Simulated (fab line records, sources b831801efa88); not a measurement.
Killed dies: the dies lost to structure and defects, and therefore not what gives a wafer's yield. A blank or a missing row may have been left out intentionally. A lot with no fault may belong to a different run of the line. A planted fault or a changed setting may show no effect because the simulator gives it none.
Which tool did it? + flow sfq-line + 21 wafers from 7 lots sampled at 4 of the route's 325 steps

== WHAT THE GAUGES SHOWED, per wafer ==
SFQ_M7_OVL_MEAS_945.
| lot  | measured     | on         | M7_OVL (nm) |
|------|--------------|------------|-------------|
| L492 | day 68 17:33 | overlay-01 | 3 2 7       |
| L499 | day 71 17:10 | overlay-01 | -9 -11 -16  |
| L503 | day 79 00:37 | overlay-02 | -1 -4 -6    |
| L506 | day 79 09:01 | overlay-02 | -14 -9 -8   |
| L508 | day 80 03:12 | overlay-01 | 6 -4 -3     |
| L510 | day 80 08:00 | overlay-02 | -5 -1 4     |
| L512 | day 80 10:23 | overlay-02 | 7 9 9       |

== TOOL THAT RAN EACH LOT (tool first, then ch and the chambers of the sampled wafers, then the start) ==
| lot  | SFQ_TRILAYER_M6_DEP_SPUTTER_157 | SFQ_TRILAYER_I6_CMP_CMP_166   | SFQ_TRILAYER_I6_VIA_BARC_OPEN_VIA_ETCH_235 |
|------|---------------------------------|-------------------------------|--------------------------------------------|
| L492 | pvd-sputter-06, day 63 03:56    | cmp-02 ch 1,2,3, day 63 14:40 | rie-diel-02 ch 0,2,3, day 68 14:05         |
| L499 | pvd-sputter-06, day 66 18:08    | cmp-02 ch 0,1,2, day 71 08:00 | rie-diel-02 ch 1,2,3, day 71 13:37         |
| L503 | pvd-sputter-03, day 71 19:28    | cmp-01 ch 0,1,2, day 75 07:17 | rie-diel-02 ch 0,1,2, day 78 21:08         |
| L506 | pvd-sputter-03, day 72 02:40    | cmp-02 ch 0,3, day 75 13:23   | rie-diel-02 ch 0,1,2, day 79 04:20         |
| L508 | pvd-sputter-03, day 72 13:13    | cmp-02 ch 0,2,3, day 76 05:07 | rie-diel-03 ch 0,2,3, day 79 19:56         |
| L510 | pvd-sputter-03, day 72 19:13    | cmp-01 ch 0,2,3, day 76 13:06 | rie-diel-01 ch 0,1,3, day 80 01:05         |
| L512 | pvd-sputter-06, day 72 21:37    | cmp-01 ch 2,3, day 76 16:36   | rie-diel-01 ch 1,2,3, day 80 03:29         |
- SFQ_TRILAYER_M6_DEP_SPUTTER_157: material Nb, target thk 200 nm, time 133.3 s.
- SFQ_TRILAYER_I6_CMP_CMP_166: polishes SiO2.
- SFQ_TRILAYER_I6_VIA_BARC_OPEN_VIA_ETCH_235: etches BARC in O2, target depth 125 nm, time 41.7 s.

== THE ANSWER, worked out from the rows above alone ==
Rule: what is usual is taken from the lots themselves. The widest of any qualifying gaps counts: lots, ordered by their means at a reading, are off when they make up no more than a third of the lots, leave a main group of 4 or more, and stand apart from it by 3 or more times the standard deviation of that group's means. Not used: any main group whose means are identical at the precision the tables above print for the reading. Also off: a lot with no number at a reading for which 4 or more lots have one. Any other lot the step has rows for is counted as sound.
No lot is off at any reading shown: from this, nothing can be told.

== WHAT THE SIMULATOR PUT IN ==
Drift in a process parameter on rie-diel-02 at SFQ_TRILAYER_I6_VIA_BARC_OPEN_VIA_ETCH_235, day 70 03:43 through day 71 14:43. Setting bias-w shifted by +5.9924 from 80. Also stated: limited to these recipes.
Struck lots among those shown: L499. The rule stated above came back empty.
